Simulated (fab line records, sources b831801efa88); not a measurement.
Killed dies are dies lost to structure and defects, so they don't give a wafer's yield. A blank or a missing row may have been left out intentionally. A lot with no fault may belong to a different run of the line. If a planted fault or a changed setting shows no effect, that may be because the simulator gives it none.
Matching of chambers / flow sky130 / 4 sister chambers for SKY_LI_CONTACT_CMP_02 on cmp-01
The step polishes PSG. 14 wafers are shown with their chamber, then 7 later ones without.

## WAFERS PAIRED WITH THEIR CHAMBERS
wafer=L372.1; chamber=1; motor_current_A (A)=11.0; time_to_endpoint_s (s)=34.9; retaining_ring_pressure_frac=1.008
wafer=L372.2; chamber=0; motor_current_A (A)=14.7; time_to_endpoint_s (s)=38.5; retaining_ring_pressure_frac=1.001
wafer=L372.4; chamber=3; motor_current_A (A)=10.8; time_to_endpoint_s (s)=31.8; retaining_ring_pressure_frac=0.997
wafer=L373.2; chamber=0; motor_current_A (A)=15.1; time_to_endpoint_s (s)=36.2; retaining_ring_pressure_frac=0.996
wafer=L373.4; chamber=3; motor_current_A (A)=10.2; time_to_endpoint_s (s)=31.7; retaining_ring_pressure_frac=0.998
wafer=L373.5; chamber=3; motor_current_A (A)=11.1; time_to_endpoint_s (s)=32.3; retaining_ring_pressure_frac=1.002
wafer=L376.2; chamber=1; motor_current_A (A)=11.5; time_to_endpoint_s (s)=32.3; retaining_ring_pressure_frac=1.002
wafer=L376.3; chamber=2; motor_current_A (A)=12.7; time_to_endpoint_s (s)=30.6; retaining_ring_pressure_frac=0.993
wafer=L376.6; chamber=3; motor_current_A (A)=10.8; time_to_endpoint_s (s)=27.6; retaining_ring_pressure_frac=0.993
wafer=L377.1; chamber=1; motor_current_A (A)=11.1; time_to_endpoint_s (s)=33.2; retaining_ring_pressure_frac=0.991
wafer=L377.5; chamber=1; motor_current_A (A)=11.2; time_to_endpoint_s (s)=32.9; retaining_ring_pressure_frac=0.996
wafer=L377.6; chamber=0; motor_current_A (A)=14.7; time_to_endpoint_s (s)=34.6; retaining_ring_pressure_frac=0.999
wafer=L382.3; chamber=2; motor_current_A (A)=12.2; time_to_endpoint_s (s)=31.0; retaining_ring_pressure_frac=0.999
wafer=L382.5; chamber=0; motor_current_A (A)=15.4; time_to_endpoint_s (s)=35.3; retaining_ring_pressure_frac=1.008

SIGNATURES, as means of the wafers listed above
reading=motor_current_A; chamber 0=14.975; chamber 1=11.200; chamber 2=12.450; chamber 3=10.725; scatter within a chamber=0.322
reading=time_to_endpoint_s; chamber 0=36.150; chamber 1=33.325; chamber 2=30.800; chamber 3=30.850; scatter within a chamber=1.64
reading=retaining_ring_pressure_frac; chamber 0=1.00100; chamber 1=0.99925; chamber 2=0.99600; chamber 3=0.99750; scatter within a chamber=0.00547
Rule: distance of a wafer from a chamber = root of the sum over the readings of ((wafer's reading minus chamber's mean) / reading's scatter) squared. The wafer belongs to the nearest chamber; if the next one is less than 2 further off, it can't be placed. The scatter: take each reading less its chamber's mean, square it, sum over the shown wafers, divide by the number of wafers less the number of chambers, and take the root.

## WAFERS WHOSE CHAMBER IS MISSING
wafer=L382.6; motor_current_A (A)=9.9; time_to_endpoint_s (s)=31.6; retaining_ring_pressure_frac=0.993
wafer=L392.1; motor_current_A (A)=10.7; time_to_endpoint_s (s)=33.4; retaining_ring_pressure_frac=1.001
wafer=L392.3; motor_current_A (A)=14.2; time_to_endpoint_s (s)=36.0; retaining_ring_pressure_frac=1.005
wafer=L392.4; motor_current_A (A)=12.0; time_to_endpoint_s (s)=33.8; retaining_ring_pressure_frac=1.001
wafer=L395.3; motor_current_A (A)=13.3; time_to_endpoint_s (s)=33.6; retaining_ring_pressure_frac=0.993
wafer=L395.5; motor_current_A (A)=10.9; time_to_endpoint_s (s)=34.7; retaining_ring_pressure_frac=0.991
wafer=L395.6; motor_current_A (A)=13.3; time_to_endpoint_s (s)=31.0; retaining_ring_pressure_frac=0.997

## CHAMBER TAKEN BY EACH
wafer=L382.6; from the rows above=can't be placed: 3 or 1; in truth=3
wafer=L392.1; from the rows above=can't be placed: 1 or 3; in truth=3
wafer=L392.3; from the rows above=0; in truth=0
wafer=L392.4; from the rows above=can't be placed: 2 or 1 or 3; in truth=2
wafer=L395.3; from the rows above=2; in truth=2
wafer=L395.5; from the rows above=can't be placed: 1 or 3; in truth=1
wafer=L395.6; from the rows above=2; in truth=2
Correct placement for 3 of the 7. From these rows, 4 cannot be placed; in 4 the true chamber is one of the candidates. Placed wrongly: 0.
